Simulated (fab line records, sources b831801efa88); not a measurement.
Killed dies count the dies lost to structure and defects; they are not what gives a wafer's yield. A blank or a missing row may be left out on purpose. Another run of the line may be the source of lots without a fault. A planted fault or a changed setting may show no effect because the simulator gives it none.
fab line records | flow sky130
record: lots: 5 wafers: 15 last-day: 50
route steps=708 shown NWELL@34 DNWELL@35 PWDE@45
lots that met no fault: taken from a fault-free run of the same line
start-h: the number of hours between the record's first day and the start of the first shown wafer of the lot | wait-h: time in hours since the lot's previous step | " same as the row above | L1.1+2: several wafers, shown together as one row | - no value present, or no start provided | * or withheld: withheld | < > ~ a bound
route shown NAME@n: names a module that has steps shown in the file, with the first one's number in the route | usual: mean/standard deviation of fault-free wafers | same: alike in all rows | chamber/n: place in a boat | sites: each site's reading | _std_site: their standard deviation | _edge_site: mean of outer sites minus mean of inner sites | radius-mm: for every site, how far away it sits from the centre of the wafer | mask NAME#n: copy n | behind: the last tool/chamber to shape the wafer | hold: what put the lot on hold/how long, in hours/how the hold closed | device: the transistor (n, p or np) that didn't switch | end of line: the tests these same wafers got at the end of their route | where a step has no rows: the recipe by itself | killed: the dies lost at the first sort to structure and to defects; this is not the yield of the wafer | map: per-die view of a wafer (x killed, . not killed, _ where there is no die)
set.NAME: the setting as run; set.NAME@STEP: as run at that earlier step | model.NAME: the simulator's own value behind a step, which no gauge read
lots at some steps of the route; a table a step, a row a wafer
services: a tool's chamber out of use, with start hour (start-h, from the record's first day; less than 0 if before it), hours out, and reason
== steps ==
step: SKY_NWELL_THK_MEAS_02
recipe: reads: SiO2_of_NWELL_OXIDATION_01
usual: NWELL_OXIDATION_THK: 9.97/0.2
columns lot.wafer tool chamber start-h wait-h NWELL_OXIDATION_THK[nm]
L076.2 film-metro-03 - 47.02 0.0 10.14
L076.3 " - " " 9.84
L076.6 " - " " 10.12
L082.2 film-metro-01 - 78.80 0.0 9.78
L082.4 " - " " 9.97
L082.6 " - " " 9.98
L087.1 film-metro-04 - 103.31 0.0 9.70
L087.3 " - " " 9.73
L087.4 " - " " 9.75
L092.2 film-metro-03 - 128.04 0.0 10.10
L092.3 " - " " 10.03
L092.4 " - " " 10.01
L094.1 film-metro-03 - 139.60 0.0 10.07
L094.3 " - " " 9.93
L094.4 " - " " 9.92
step: SKY_DNWELL_DEHYDRATE_00
recipe: temp-c: 200 time-s: 60
usual: chill-plate-temp-C: 23.00/0.1
columns lot.wafer tool chamber start-h wait-h chill-plate-temp-C
L076.2 litho-track-04 0 54.42 7.4 22.98
L076.3 " 0 " " 22.80
L076.6 " 0 " " 22.97
L082.2 litho-track-04 0 86.77 8.0 23.04
L082.4 " 0 " " 22.90
L082.6 " 0 " " 22.99
L087.1 litho-track-01 0 111.40 8.1 23.12
L087.3 " 0 " " 23.08
L087.4 " 0 " " 22.98
L092.2 litho-track-01 0 136.67 8.6 23.14
L092.3 " 0 " " 23.12
L092.4 " 0 " " 22.94
L094.1 litho-track-04 0 148.75 9.1 22.96
L094.3 " 0 " " 22.89
L094.4 " 0 " " 23.00
step: SKY_DNWELL_HMDS_01
recipe: prime-time-s: 60 prime-temp-c: 120
usual: chill-plate-temp-C: 22.99/0.1
columns lot.wafer tool chamber start-h wait-h chill-plate-temp-C
L076.2 litho-track-04 0 54.57 0.1 23.06
L076.3 " 0 " " 23.04
L076.6 " 0 " " 22.92
L082.2 litho-track-04 0 86.92 0.1 22.94
L082.4 " 0 " " 23.12
L082.6 " 0 " " 23.07
L087.1 litho-track-01 0 111.55 0.1 23.06
L087.3 " 0 " " 23.10
L087.4 " 0 " " 23.05
L092.2 litho-track-01 0 136.82 0.1 22.88
L092.3 " 0 " " 23.15
L092.4 " 0 " " 23.14
L094.1 litho-track-04 0 148.90 0.1 22.90
L094.3 " 0 " " 22.81
L094.4 " 0 " " 22.91
step: SKY_DNWELL_COAT_02
recipe: spin-rpm: 2000 resist-thk-nm: 3000
usual: chill-plate-temp-C: 22.99/0.12 dispense-pressure-kPa: 48/3.1
columns lot.wafer tool chamber start-h wait-h chill-plate-temp-C dispense-pressure-kPa
L076.2 litho-track-04 0 54.72 0.1 23.09 45
L076.3 " 0 " " 22.89 45
L076.6 " 0 " " 22.96 45
L082.2 litho-track-04 0 87.07 0.1 23.04 45
L082.4 " 0 " " 23.07 45
L082.6 " 0 " " 23.07 45
L087.1 litho-track-01 0 111.70 0.1 22.94 48
L087.3 " 0 " " 22.87 48
L087.4 " 0 " " 22.84 48
L092.2 litho-track-01 0 136.97 0.1 23.10 48
L092.3 " 0 " " 23.22 48
L092.4 " 0 " " 23.05 48
L094.1 litho-track-04 0 149.05 0.1 23.07 45
L094.3 " 0 " " 22.89 45
L094.4 " 0 " " 23.06 45
step: SKY_DNWELL_SOFTBAKE_03
recipe: temp-c: 110 time-s: withheld
usual: chill-plate-temp-C: 23.00/0.099
columns lot.wafer tool chamber start-h wait-h chill-plate-temp-C
L076.2 litho-track-04 0 54.88 0.1 23.05
L076.3 " 0 " " 23.04
L076.6 " 0 " " 22.96
L082.2 litho-track-04 0 87.23 0.1 22.83
L082.4 " 0 " " 22.81
L082.6 " 0 " " 22.82
L087.1 litho-track-01 0 111.85 0.1 23.10
L087.3 " 0 " " 23.00
L087.4 " 0 " " 23.06
L092.2 litho-track-01 0 137.13 0.1 23.00
L092.3 " 0 " " 22.95
L092.4 " 0 " " 22.87
L094.1 litho-track-04 0 149.20 0.1 23.06
L094.3 " 0 " " 23.09
L094.4 " 0 " " 23.27
step: SKY_DNWELL_EXPOSE_04
recipe: mask-id: DNM na: 0.57 target-cd-nm: 3000 dose-mj: 222
columns lot.wafer tool chamber start-h wait-h mask
L076.2+3+6 iline-stepper-02 0 - - DNM#0
L082.2+4+6 iline-stepper-01 0 - - DNM#0
L087.1+3+4 iline-stepper-02 0 - - DNM#0
L092.2+3+4 iline-stepper-02 0 - - DNM#0
L094.1+3+4 iline-stepper-01 0 - - DNM#0
step: SKY_DNWELL_PEB_05
recipe: temp-c: 115 time-s: withheld
usual: chill-plate-temp-C: 23.01/0.11
columns lot.wafer tool chamber start-h wait-h chill-plate-temp-C
L076.2 litho-track-02 0 - - 22.88
L076.3 " 0 " " 23.05
L076.6 " 0 " " 22.84
L082.2 litho-track-02 0 - - 23.04
L082.4 " 0 " " 23.02
L082.6 " 0 " " 22.97
L087.1 litho-track-02 0 - - 23.09
L087.3 " 0 " " 23.24
L087.4 " 0 " " 23.31
L092.2 litho-track-01 0 - - 23.03
L092.3 " 0 " " 23.04
L092.4 " 0 " " 23.05
L094.1 litho-track-04 0 - - 22.98
L094.3 " 0 " " 23.05
L094.4 " 0 " " 22.94
step: SKY_DNWELL_DEVELOP_06
recipe: wall-angle-deg: 90 developer: TMAH develop-time-s: 60 dev-temp-c: 23
usual: chill-plate-temp-C: 22.99/0.11
columns lot.wafer tool chamber start-h wait-h chill-plate-temp-C
L076.2 litho-track-02 0 - - 22.96
L076.3 " 0 " " 22.87
L076.6 " 0 " " 23.02
L082.2 litho-track-02 0 - - 22.92
L082.4 " 0 " " 22.95
L082.6 " 0 " " 22.96
L087.1 litho-track-02 0 - - 22.85
L087.3 " 0 " " 23.05
L087.4 " 0 " " 22.99
L092.2 litho-track-01 0 - - 23.00
L092.3 " 0 " " 22.94
L092.4 " 0 " " 22.93
L094.1 litho-track-04 0 - - 22.96
L094.3 " 0 " " 23.04
L094.4 " 0 " " 22.86
step: SKY_DNWELL_IMPLANT_07
recipe: species: P energy-kev: withheld dose-cm2: withheld tilt-deg: withheld
usual: end-station-pressure-torr: 5.05e-06/2.5e-07
columns lot.wafer tool chamber start-h wait-h end-station-pressure-torr
L076.2 implanter-02 0 63.56 - 4.61e-06
L076.3 " 0 " " 4.87e-06
L076.6 " 0 " " 5.01e-06
L082.2 implanter-04 0 95.96 - 4.99e-06
L082.4 " 0 " " 4.6e-06
L082.6 " 0 " " 4.88e-06
L087.1 implanter-02 0 121.58 - 5.31e-06
L087.3 " 0 " " 4.86e-06
L087.4 " 0 " " 5.44e-06
L092.2 implanter-02 0 147.67 - 5.81e-06
L092.3 " 0 " " 5.18e-06
L092.4 " 0 " " 4.86e-06
L094.1 implanter-03 0 159.45 - 5.06e-06
L094.3 " 0 " " 4.84e-06
L094.4 " 0 " " 4.91e-06
step: SKY_DNWELL_STRIP_08
recipe: chemistry: O2/N2 power-w: 1400 pressure-mtorr: 1500 platen-temp-c: withheld o2-flow-sccm: 3000 n2-flow-sccm: 300 overash-fraction: 0.5
usual: drypump-motor-current-A: 5.5/0.5 n2-flow-sccm: 299.9/0.95 o2-flow-sccm: 3000/8.7 oes-product-au: 0.723/0.0043 strip-time-to-endpoint-s: 36.96/0.12
columns lot.wafer tool chamber start-h wait-h drypump-motor-current-A n2-flow-sccm o2-flow-sccm oes-product-au rf-hours-counter-h strip-time-to-endpoint-s
L076.2 plasma-asher-02 0 63.68 0.1 5.2 301.0 3010 0.720 38 37.02
L076.3 " 0 " " 5.2 299.9 3003 0.723 - 36.91
L076.6 " 1 " " 5.1 299.8 3000 0.733 - 37.07
L082.2 plasma-asher-04 1 96.08 0.1 6.1 300.7 3008 0.730 38 36.88
L082.4 " 0 " " 4.8 298.5 2998 0.728 - 36.91
L082.6 " 1 " " 6.1 299.6 3015 0.725 - 36.82
L087.1 plasma-asher-04 0 121.73 0.1 4.8 300.1 3004 0.728 41 36.87
L087.3 " 0 " " 4.8 299.4 3001 0.728 - 36.80
L087.4 " 1 " " 6.1 301.0 3012 0.717 - 36.92
L092.2 plasma-asher-02 1 147.80 0.1 5.2 301.4 3003 0.726 47 36.92
L092.3 " 1 " " 5.1 300.1 3002 0.718 - 36.99
L092.4 " 0 " " 5.2 299.2 2998 0.723 - 37.00
L094.1 plasma-asher-02 1 159.60 0.1 5.1 300.0 2992 0.723 48 37.15
L094.3 " 1 " " 5.1 300.1 2999 0.719 - 37.10
L094.4 " 0 " " 5.2 300.6 2999 0.718 - 37.06
step: SKY_DNWELL_TW_MEAS_09
usual: DNWELL_TW: 1108/16
columns lot.wafer tool chamber start-h wait-h DNWELL_TW
L076.2 film-metro-01 - 63.79 0.1 1134
L076.3 " - " " 1135
L076.6 " - " " 1132
L082.2 film-metro-04 - 96.19 0.1 1109
L082.4 " - " " 1110
L082.6 " - " " 1106
L087.1 film-metro-03 - 121.83 0.1 1097
L087.3 " - " " 1093
L087.4 " - " " 1094
L092.2 film-metro-03 - 147.91 0.1 1096
L092.3 " - " " 1095
L092.4 " - " " 1092
L094.1 film-metro-04 - 159.70 0.1 1109
L094.3 " - " " 1109
L094.4 " - " " 1107
step: SKY_PWDE_DEHYDRATE_00
recipe: temp-c: 200 time-s: 60
usual: chill-plate-temp-C: 22.99/0.11
columns lot.wafer tool chamber start-h wait-h chill-plate-temp-C
L076.2 litho-track-01 0 71.12 7.3 22.99
L076.3 " 0 " " 22.96
L076.6 " 0 " " 22.97
L082.2 litho-track-01 0 105.12 8.9 22.92
L082.4 " 0 " " 22.91
L082.6 " 0 " " 22.97
L087.1 litho-track-04 0 130.90 9.1 23.05
L087.3 " 0 " " 23.22
L087.4 " 0 " " 23.02
L092.2 litho-track-03 0 156.17 8.3 23.07
L092.3 " 0 " " 23.05
L092.4 " 0 " " 23.18
L094.1 litho-track-01 0 168.90 9.2 22.97
L094.3 " 0 " " 23.01
L094.4 " 0 " " 22.97
step: SKY_PWDE_HMDS_01
recipe: prime-time-s: 60 prime-temp-c: 120
usual: chill-plate-temp-C: 23.01/0.092
columns lot.wafer tool chamber start-h wait-h chill-plate-temp-C
L076.2 litho-track-01 0 71.27 0.1 23.08
L076.3 " 0 " " 23.11
L076.6 " 0 " " 23.04
L082.2 litho-track-01 0 105.27 0.1 22.97
L082.4 " 0 " " 22.98
L082.6 " 0 " " 22.89
L087.1 litho-track-04 0 131.05 0.1 23.25
L087.3 " 0 " " 23.08
L087.4 " 0 " " 23.17
L092.2 litho-track-03 0 156.32 0.1 22.99
L092.3 " 0 " " 22.86
L092.4 " 0 " " 22.95
L094.1 litho-track-01 0 169.05 0.1 23.18
L094.3 " 0 " " 23.06
L094.4 " 0 " " 23.00
step: SKY_PWDE_COAT_02
recipe: spin-rpm: 2000 resist-thk-nm: 3000
usual: chill-plate-temp-C: 23.00/0.11 dispense-pressure-kPa: 50/5.2
columns lot.wafer tool chamber start-h wait-h chill-plate-temp-C dispense-pressure-kPa
L076.2 litho-track-01 0 71.42 0.1 23.10 48
L076.3 " 0 " " 22.99 48
L076.6 " 0 " " 22.87 48
L082.2 litho-track-01 0 105.42 0.1 23.09 48
L082.4 " 0 " " 22.98 48
L082.6 " 0 " " 23.00 48
L087.1 litho-track-04 0 131.20 0.1 22.81 45
L087.3 " 0 " " 22.90 45
L087.4 " 0 " " 22.87 45
L092.2 litho-track-03 0 156.47 0.1 23.09 57
L092.3 " 0 " " 23.04 57
L092.4 " 0 " " 22.96 57
L094.1 litho-track-01 0 169.20 0.1 22.88 48
L094.3 " 0 " " 23.09 48
L094.4 " 0 " " 22.82 48
step: SKY_PWDE_SOFTBAKE_03
recipe: temp-c: 110 time-s: withheld
usual: chill-plate-temp-C: 23.00/0.11
columns lot.wafer tool chamber start-h wait-h chill-plate-temp-C
L076.2 litho-track-01 0 71.58 0.1 23.00
L076.3 " 0 " " 22.96
L076.6 " 0 " " 22.93
L082.2 litho-track-01 0 105.58 0.1 23.08
L082.4 " 0 " " 23.11
L082.6 " 0 " " 22.95
L087.1 litho-track-04 0 131.35 0.1 23.00
L087.3 " 0 " " 22.86
L087.4 " 0 " " 22.92
L092.2 litho-track-03 0 156.63 0.1 22.92
L092.3 " 0 " " 23.13
L092.4 " 0 " " 23.25
L094.1 litho-track-01 0 169.35 0.1 22.88
L094.3 " 0 " " 23.02
L094.4 " 0 " " 22.94
step: SKY_PWDE_EXPOSE_04
recipe: mask-id: PWDEM na: 0.6 source-shape: conventional sigma-outer: 0.6 polarization: unpolarized target-cd-nm: 840 dose-mj: 214
columns lot.wafer tool chamber start-h wait-h mask
L076.2+3+6 iline-stepper-02 0 - - PWDEM#0
L082.2+4+6 iline-stepper-02 0 - - PWDEM#0
L087.1+3+4 iline-stepper-02 0 - - PWDEM#0
L092.2+3+4 iline-stepper-01 0 - - PWDEM#0
L094.1+3+4 iline-stepper-01 0 - - PWDEM#0
step: SKY_PWDE_PEB_05
recipe: temp-c: 115 time-s: withheld
usual: chill-plate-temp-C: 22.99/0.094
columns lot.wafer tool chamber start-h wait-h chill-plate-temp-C
L076.2 litho-track-01 0 - - 23.03
L076.3 " 0 " " 23.05
L076.6 " 0 " " 22.82
L082.2 litho-track-01 0 - - 22.91
L082.4 " 0 " " 23.00
L082.6 " 0 " " 22.99
L087.1 litho-track-04 0 - - 23.00
L087.3 " 0 " " 23.02
L087.4 " 0 " " 22.86
L092.2 litho-track-03 0 - - 22.92
L092.3 " 0 " " 22.92
L092.4 " 0 " " 22.80
L094.1 litho-track-01 0 - - 23.03
L094.3 " 0 " " 22.99
L094.4 " 0 " " 23.09
step: SKY_PWDE_DEVELOP_06
recipe: wall-angle-deg: 90 developer: TMAH develop-time-s: 60 dev-temp-c: 23
usual: chill-plate-temp-C: 22.99/0.099
columns lot.wafer tool chamber start-h wait-h chill-plate-temp-C
L076.2 litho-track-01 0 - - 23.07
L076.3 " 0 " " 23.12
L076.6 " 0 " " 23.06
L082.2 litho-track-01 0 - - 22.91
L082.4 " 0 " " 22.99
L082.6 " 0 " " 22.97
L087.1 litho-track-04 0 - - 22.86
L087.3 " 0 " " 22.96
L087.4 " 0 " " 22.84
L092.2 litho-track-03 0 - - 23.08
L092.3 " 0 " " 23.09
L092.4 " 0 " " 23.15
L094.1 litho-track-01 0 - - 23.01
L094.3 " 0 " " 22.88
L094.4 " 0 " " 22.93
step: SKY_PWDE_OVL_MEAS_07
usual: PWDE_OVL: 0.4/1.2
columns lot.wafer tool chamber start-h wait-h PWDE_OVL[nm]
L076.2 overlay-02 - 79.76 - -0.4
L076.3 " - " " 0.6
L076.6 " - " " -0.6
L082.2 overlay-02 - 114.65 - 0.4
L082.4 " - " " 0.1
L082.6 " - " " 0.9
L087.1 overlay-01 - 140.65 - -1.8
L087.3 " - " " -0.8
L087.4 " - " " -2.6
L092.2 overlay-02 - 166.85 - -0.9
L092.3 " - " " -0.9
L092.4 " - " " 0.5
L094.1 overlay-02 - 179.85 - 2.5
L094.3 " - " " 1.0
L094.4 " - " " 1.0
step: SKY_PWDE_IMPLANT_08
recipe: species: B energy-kev: 150 dose-cm2: 3.6e+12 tilt-deg: withheld
usual: beam-energy-keV: 150.00/0.042 end-station-pressure-torr: 5.03e-06/2.6e-07
columns lot.wafer tool chamber start-h wait-h beam-energy-keV end-station-pressure-torr
L076.2 implanter-01 0 79.81 0.0 150.04 5.16e-06
L076.3 " 0 " " 149.97 4.98e-06
L076.6 " 0 " " 150.00 4.92e-06
L082.2 implanter-02 0 114.71 0.0 149.98 4.82e-06
L082.4 " 0 " " 150.05 5.28e-06
L082.6 " 0 " " 150.00 5.48e-06
L087.1 implanter-02 0 140.68 0.0 149.99 5.06e-06
L087.3 " 0 " " 149.96 5.33e-06
L087.4 " 0 " " 149.97 4.92e-06
L092.2 implanter-03 0 166.91 0.0 150.01 5.52e-06
L092.3 " 0 " " 149.98 5.46e-06
L092.4 " 0 " " 149.93 4.84e-06
L094.1 implanter-03 0 179.88 0.0 150.05 5.09e-06
L094.3 " 0 " " 150.05 5.06e-06
L094.4 " 0 " " 150.00 5.21e-06
step: SKY_PWDE_STRIP_09
recipe: chemistry: O2/N2 power-w: 1400 pressure-mtorr: 1500 platen-temp-c: withheld o2-flow-sccm: 3000 n2-flow-sccm: 300 overash-fraction: 0.5
usual: drypump-motor-current-A: 5.7/0.5 n2-flow-sccm: 300.2/0.87 o2-flow-sccm: 2999/8.5 oes-product-au: 0.722/0.0042 strip-time-to-endpoint-s: 36.96/0.12
columns lot.wafer tool chamber start-h wait-h drypump-motor-current-A n2-flow-sccm o2-flow-sccm oes-product-au rf-hours-counter-h strip-time-to-endpoint-s
L076.2 plasma-asher-04 0 79.94 0.1 4.8 299.2 2992 0.722 36 36.89
L076.3 " 1 " " 6.1 299.8 2995 0.723 - 36.86
L076.6 " 1 " " 6.1 300.5 3006 0.726 - 36.84
L082.2 plasma-asher-04 0 114.83 0.1 4.8 298.5 2999 0.726 40 36.94
L082.4 " 1 " " 6.1 300.7 3012 0.726 - 36.89
L082.6 " 0 " " 4.8 300.4 3011 0.719 - 36.94
L087.1 plasma-asher-04 1 140.83 0.1 6.1 300.9 2999 0.724 43 37.19
L087.3 " 1 " " 6.1 300.2 2988 0.716 - 37.14
L087.4 " 0 " " 4.8 300.9 3006 0.723 - 37.15
L092.2 plasma-asher-04 0 167.03 0.1 4.8 300.1 3003 0.716 45 37.01
L092.3 " 0 " " 4.8 299.5 3005 0.723 - 37.03
L092.4 " 1 " " 6.1 299.8 2995 0.722 - 37.03
L094.1 plasma-asher-04 1 180.03 0.1 6.1 300.3 2989 0.715 47 36.97
L094.3 " 0 " " 4.8 301.8 3005 0.713 - 36.92
L094.4 " 1 " " 6.1 300.0 2995 0.724 - 36.98
step: SKY_PWDE_TW_MEAS_10
usual: PWDE_TW: 372/4.7
columns lot.wafer tool chamber start-h wait-h PWDE_TW
L076.2 film-metro-04 - 80.05 0.1 368
L076.3 " - " " 370
L076.6 " - " " 369
L082.2 film-metro-04 - 114.94 0.1 371
L082.4 " - " " 369
L082.6 " - " " 371
L087.1 film-metro-01 - 140.93 0.1 378
L087.3 " - " " 376
L087.4 " - " " 377
L092.2 film-metro-01 - 167.14 0.1 379
L092.3 " - " " 377
L092.4 " - " " 378
L094.1 film-metro-01 - 180.13 0.1 373
L094.3 " - " " 374
L094.4 " - " " 375
step: SKY_NWELL_DEHYDRATE_03
recipe: temp-c: 200 time-s: 60
usual: chill-plate-temp-C: 23.01/0.11
columns lot.wafer tool chamber start-h wait-h chill-plate-temp-C
L076.2 litho-track-02 0 88.61 8.6 23.05
L076.3 " 0 " " 23.02
L076.6 " 0 " " 22.97
L082.2 litho-track-01 0 123.87 8.9 23.20
L082.4 " 0 " " 23.08
L082.6 " 0 " " 23.19
L087.1 litho-track-01 0 150.15 9.2 23.16
L087.3 " 0 " " 23.03
L087.4 " 0 " " 23.18
L092.2 litho-track-03 0 176.32 9.2 22.88
L092.3 " 0 " " 23.10
L092.4 " 0 " " 22.97
L094.1 litho-track-03 0 190.75 10.6 23.11
L094.3 " 0 " " 22.96
L094.4 " 0 " " 23.07
step: SKY_NWELL_HMDS_04
recipe: prime-time-s: 60 prime-temp-c: 120
usual: chill-plate-temp-C: 23.01/0.11
columns lot.wafer tool chamber start-h wait-h chill-plate-temp-C
L076.2 litho-track-02 0 88.76 0.1 22.98
L076.3 " 0 " " 23.03
L076.6 " 0 " " 22.97
L082.2 litho-track-01 0 124.02 0.1 22.98
L082.4 " 0 " " 22.80
L082.6 " 0 " " 22.86
L087.1 litho-track-01 0 150.30 0.1 23.05
L087.3 " 0 " " 22.88
L087.4 " 0 " " 23.01
L092.2 litho-track-03 0 176.47 0.1 22.94
L092.3 " 0 " " 23.02
L092.4 " 0 " " 22.99
L094.1 litho-track-03 0 190.90 0.1 22.96
L094.3 " 0 " " 22.73
L094.4 " 0 " " 22.93
step: SKY_NWELL_COAT_05
recipe: spin-rpm: 2000 resist-thk-nm: 3000
usual: chill-plate-temp-C: 22.98/0.097 dispense-pressure-kPa: 53/4
columns lot.wafer tool chamber start-h wait-h chill-plate-temp-C dispense-pressure-kPa
L076.2 litho-track-02 0 88.91 0.1 23.02 54
L076.3 " 0 " " 22.85 54
L076.6 " 0 " " 23.16 54
L082.2 litho-track-01 0 124.17 0.1 22.91 48
L082.4 " 0 " " 23.06 48
L082.6 " 0 " " 22.77 48
L087.1 litho-track-01 0 150.45 0.1 23.05 48
L087.3 " 0 " " 22.95 48
L087.4 " 0 " " 23.17 48
L092.2 litho-track-03 0 176.62 0.1 23.09 57
L092.3 " 0 " " 23.17 57
L092.4 " 0 " " 23.06 57
L094.1 litho-track-03 0 191.05 0.1 23.07 57
L094.3 " 0 " " 22.98 57
L094.4 " 0 " " 22.95 57
step: SKY_NWELL_SOFTBAKE_06
recipe: temp-c: 110 time-s: withheld
usual: chill-plate-temp-C: 22.98/0.12
columns lot.wafer tool chamber start-h wait-h chill-plate-temp-C
L076.2 litho-track-02 0 89.06 0.1 23.14
L076.3 " 0 " " 23.06
L076.6 " 0 " " 23.08
L082.2 litho-track-01 0 124.33 0.1 22.93
L082.4 " 0 " " 22.83
L082.6 " 0 " " 22.82
L087.1 litho-track-01 0 150.60 0.1 23.42
L087.3 " 0 " " 23.21
L087.4 " 0 " " 23.26
L092.2 litho-track-03 0 176.78 0.1 22.86
L092.3 " 0 " " 22.88
L092.4 " 0 " " 22.77
L094.1 litho-track-03 0 191.20 0.1 22.91
L094.3 " 0 " " 22.95
L094.4 " 0 " " 22.88
step: SKY_NWELL_EXPOSE_07
recipe: mask-id: NWM na: 0.6 source-shape: conventional sigma-outer: 0.6 polarization: unpolarized target-cd-nm: 840 dose-mj: 255
columns lot.wafer tool chamber start-h wait-h mask
L076.2+3+6 iline-stepper-01 0 - - NWM#0
L082.2+4+6 iline-stepper-02 0 - - NWM#0
L087.1+3+4 iline-stepper-01 0 - - NWM#0
L092.2+3+4 iline-stepper-02 0 - - NWM#0
L094.1+3+4 iline-stepper-02 0 - - NWM#0
step: SKY_NWELL_PEB_08
recipe: temp-c: 115 time-s: withheld
usual: chill-plate-temp-C: 23.00/0.097
columns lot.wafer tool chamber start-h wait-h chill-plate-temp-C
L076.2 litho-track-01 0 - - 22.93
L076.3 " 0 " " 22.93
L076.6 " 0 " " 22.84
L082.2 litho-track-02 0 - - 22.85
L082.4 " 0 " " 22.86
L082.6 " 0 " " 22.87
L087.1 litho-track-03 0 - - 23.11
L087.3 " 0 " " 23.15
L087.4 " 0 " " 23.15
L092.2 litho-track-01 0 - - 22.98
L092.3 " 0 " " 22.95
L092.4 " 0 " " 22.92
L094.1 litho-track-02 0 - - 22.92
L094.3 " 0 " " 22.84
L094.4 " 0 " " 23.04
step: SKY_NWELL_DEVELOP_09
recipe: wall-angle-deg: 90 developer: TMAH develop-time-s: 60 dev-temp-c: 23
usual: chill-plate-temp-C: 23.01/0.1
columns lot.wafer tool chamber start-h wait-h chill-plate-temp-C
L076.2 litho-track-01 0 - - 22.71
L076.3 " 0 " " 23.14
L076.6 " 0 " " 22.95
L082.2 litho-track-02 0 - - 22.94
L082.4 " 0 " " 22.89
L082.6 " 0 " " 22.91
L087.1 litho-track-03 0 - - 22.80
L087.3 " 0 " " 23.07
L087.4 " 0 " " 23.07
L092.2 litho-track-01 0 - - 22.96
L092.3 " 0 " " 23.12
L092.4 " 0 " " 23.02
L094.1 litho-track-02 0 - - 23.16
L094.3 " 0 " " 23.06
L094.4 " 0 " " 22.98
step: SKY_NWELL_OVL_MEAS_10
usual: NWELL_00_OVL: -1.1/1.3
columns lot.wafer tool chamber start-h wait-h NWELL_00_OVL[nm]
L076.2 overlay-02 - 97.85 - -0.4
L076.3 " - " " -0.6
L076.6 " - " " -1.2
L082.2 overlay-02 - 134.04 - 1.6
L082.4 " - " " 0.2
L082.6 " - " " -1.4
L087.1 overlay-01 - 160.45 - 0.2
L087.3 " - " " -1.6
L087.4 " - " " -1.8
L092.2 overlay-02 - 188.00 - -1.6
L092.3 " - " " -0.8
L092.4 " - " " -2.3
L094.1 overlay-01 - 201.68 - -2.7
L094.3 " - " " -1.6
L094.4 " - " " -4.4
step: SKY_NWELL_IMPLANT_11
recipe: species: P energy-kev: 400 dose-cm2: 1.9e+13 tilt-deg: withheld
usual: beam-energy-keV: 399.97/0.12 end-station-pressure-torr: 5.08e-06/2.7e-07
columns lot.wafer tool chamber start-h wait-h beam-energy-keV end-station-pressure-torr
L076.2 implanter-03 0 97.91 0.0 399.94 4.82e-06
L076.3 " 0 " " 399.80 5.14e-06
L076.6 " 0 " " 400.25 4.9e-06
L082.2 implanter-04 0 134.09 0.0 399.97 5.05e-06
L082.4 " 0 " " 399.97 5.16e-06
L082.6 " 0 " " 399.96 5.03e-06
L087.1 implanter-04 0 160.48 0.0 400.00 4.88e-06
L087.3 " 0 " " 399.93 5.48e-06
L087.4 " 0 " " 400.13 4.98e-06
L092.2 implanter-04 0 188.06 0.0 400.18 4.88e-06
L092.3 " 0 " " 399.90 4.76e-06
L092.4 " 0 " " 400.07 5.08e-06
L094.1 implanter-04 0 201.72 0.0 399.92 5.11e-06
L094.3 " 0 " " 399.93 5.1e-06
L094.4 " 0 " " 399.86 5.21e-06
step: SKY_NWELL_IMPLANT_12
recipe: species: P energy-kev: 120 dose-cm2: 1.3e+12 tilt-deg: withheld
usual: beam-energy-keV: 120.00/0.037 end-station-pressure-torr: 5e-06/3.1e-07
columns lot.wafer tool chamber start-h wait-h beam-energy-keV end-station-pressure-torr
L076.2 implanter-03 0 98.06 0.1 119.93 5.8e-06
L076.3 " 0 " " 119.97 4.8e-06
L076.6 " 0 " " 119.99 5.6e-06
L082.2 implanter-04 0 134.24 0.1 120.00 5.4e-06
L082.4 " 0 " " 120.07 4.7e-06
L082.6 " 0 " " 120.00 4.7e-06
L087.1 implanter-04 0 160.63 0.1 119.97 4.7e-06
L087.3 " 0 " " 120.02 4.7e-06
L087.4 " 0 " " 119.96 5.3e-06
L092.2 implanter-04 0 188.21 0.1 120.01 5.1e-06
L092.3 " 0 " " 119.95 4.8e-06
L092.4 " 0 " " 119.98 5e-06
L094.1 implanter-04 0 202.02 0.2 120.00 5e-06
L094.3 " 0 " " 119.97 5.3e-06
L094.4 " 0 " " 119.97 4.7e-06
step: SKY_NWELL_IMPLANT_13
recipe: species: P energy-kev: 50 dose-cm2: 7e+11 tilt-deg: withheld
usual: beam-energy-keV: 49.999/0.016 end-station-pressure-torr: 4.99e-06/2.7e-07
columns lot.wafer tool chamber start-h wait-h beam-energy-keV end-station-pressure-torr
L076.2 implanter-03 0 98.21 0.1 49.995 4.81e-06
L076.3 " 0 " " 49.991 4.38e-06
L076.6 " 0 " " 49.988 5.04e-06
L082.2 implanter-04 0 134.39 0.1 50.001 4.9e-06
L082.4 " 0 " " 49.993 5.17e-06
L082.6 " 0 " " 49.989 4.92e-06
L087.1 implanter-04 0 160.78 0.1 49.993 5.19e-06
L087.3 " 0 " " 50.003 5.41e-06
L087.4 " 0 " " 49.988 5.37e-06
L092.2 implanter-04 0 188.36 0.1 50.002 5.02e-06
L092.3 " 0 " " 49.987 5.03e-06
L092.4 " 0 " " 49.997 4.99e-06
L094.1 implanter-04 0 202.32 0.2 49.975 4.51e-06
L094.3 " 0 " " 49.985 5.13e-06
L094.4 " 0 " " 49.995 4.94e-06
== services ==
columns tool chamber start-h hours kind
iline-stepper-01 - 54.50 2.6 repair
implanter-03 - 73.55 4.4 repair
iline-stepper-02 0 80.98 - calibration
implanter-02 - 88.98 1.4 repair
implanter-02 - 95.38 3.2 repair
iline-stepper-01 0 98.61 - calibration
implanter-01 - 107.87 1.8 repair
implanter-03 - 113.37 3.1 repair
implanter-04 - 118.46 2.3 repair
litho-track-02 - 118.52 - consumable-replace:filter
implanter-02 - 118.65 2.7 pm
implanter-03 - 123.13 13.2 pm
implanter-04 - 140.04 3.6 pm
iline-stepper-02 - 181.04 1.7 pm
iline-stepper-01 - 182.71 1.7 pm
== key ==
fault none
